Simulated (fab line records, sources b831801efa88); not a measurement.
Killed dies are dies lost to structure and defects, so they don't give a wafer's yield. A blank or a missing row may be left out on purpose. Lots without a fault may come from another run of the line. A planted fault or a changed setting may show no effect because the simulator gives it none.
A struck lot beside a sound one | flow gf180mcu | 14 steps out of a route of 602
Sound: wafers L124.1, L124.4, L124.6. Struck: wafer L136.4. The cause comes at the end.
At each step with rows: each side's tool, then ch and its chambers, then its first start. Under that, the readings that differ: sound wafers | struck wafers | difference of the means | sigmas: that difference in standard deviations of wafers without a fault.
alike: readings whose means differ by less than 2 such deviations, and words and numbers that are the same on both sides. not compared: withheld readings, readings that some wafer has no value for, bounds like >300 that may hide the same value, and numbers for which the record gives no deviation and whose values overlap.
The two part at a step that has a row with sigmas, a row that says differs or no value, or rows on one side only. Numbers that don't overlap but have no deviation are shown without sigmas and don't part them. A reading that every wafer of one side lacks parts them only if that side has two wafers or more.

GF_V4_ETCH_16: etches BARC in N2/H2.
  sound on rie_diel-01 ch 2,3, day 25 15:14; struck on rie_diel-01 ch 0, day 29 13:32
  reading               | sound             | struck | difference | sigmas
  oes_product_au (a.u.) | 0.872 0.863 0.859 | 0.851  | -0.014     | -3
  alike: drypump_motor_current_A, throttle_valve_pct
GF_V4_ETCH_17: etches SiO2 in C4F8/O2/Ar, stops on TiN, target depth 630 nm.
  sound on rie_diel-01 ch 2,3; struck on rie_diel-01 ch 0
  alike: oes_product_au
GF_V4_STRIP_18: strips in O2/N2.
  sound on plasma_asher-04 ch 0,1, day 25 15:22; struck on plasma_asher-03 ch 0, day 29 13:42
  alike: drypump_motor_current_A, heater_power_w, oes_product_au
  not compared: rf_hours_counter_h
then, 4 steps without rows for these wafers: GF_V4_STRIP_19 (strips in post etch residue remover, time 1200 s); GF_V4_CLEAN_20 (cleans in DIW); GF_V4_SPUTTER_21 (material Ti, target thk 15 nm, time 80.02 s); GF_V4_SPUTTER_22 (material TiN, target thk 10 nm, time 40 s).
GF_V4_CVD_23: deposits W, target thk 350 nm, time 104.9 s.
  sound on cvd_w-01 ch 1, day 25 16:00; struck on cvd_w-02 ch 0, day 29 14:20
  alike: heater_power_outer_w, heater_power_w
GF_V4_RS_MEAS_24: measures by four-point-probe.
  sound on film_metro-02, day 25 16:07; struck on film_metro-02, day 29 14:28
  alike: V4_W_RS
GF_V4_THK_MEAS_25: measures by xrf.
  sound on film_metro-02, day 25 16:14; struck on film_metro-02, day 29 14:34
  alike: V4_W_THK
GF_V4_CMP_26: polishes, stops on SiO2, t overpolish 15 s, target thk 0 nm.
  sound on cmp-01 ch 1,3, day 25 16:20; struck on cmp-01 ch 1, day 29 14:35
  alike: motor_current_A, overpolish_run_s, time_to_endpoint_s
then, 1 step without rows for these wafers: GF_MIM_SPUTTER_00 (material Ti, target thk 37.5 nm, time 150 s).
GF_MIM_SPUTTER_01: material TiN, target thk 30 nm, time 25 s.
  sound on pvd_sputter-01, day 25 16:41; struck on pvd_sputter-01, day 29 14:59
  reading                                 | sound                | struck | difference | sigmas
  cathode_dc_power_W (W)                  | 6500.6 6502.6 6500.2 | 7619.9 | +1118.8    | +99 or more
  model.TiN_of_MIM_SPUTTER_01.thk_nm (nm) | 30.56 30.57 30.65    | 35.15  | +4.56      |
  alike: throttle_valve_pct
then, 1 step without rows for these wafers: GF_MIM_SPUTTER_02 (material AlCu, target thk 450 nm, time 23.9 s).

WHERE THEY PART
First at GF_V4_ETCH_16; last, within this record, at GF_MIM_SPUTTER_01.

WHY: what the simulator had put in
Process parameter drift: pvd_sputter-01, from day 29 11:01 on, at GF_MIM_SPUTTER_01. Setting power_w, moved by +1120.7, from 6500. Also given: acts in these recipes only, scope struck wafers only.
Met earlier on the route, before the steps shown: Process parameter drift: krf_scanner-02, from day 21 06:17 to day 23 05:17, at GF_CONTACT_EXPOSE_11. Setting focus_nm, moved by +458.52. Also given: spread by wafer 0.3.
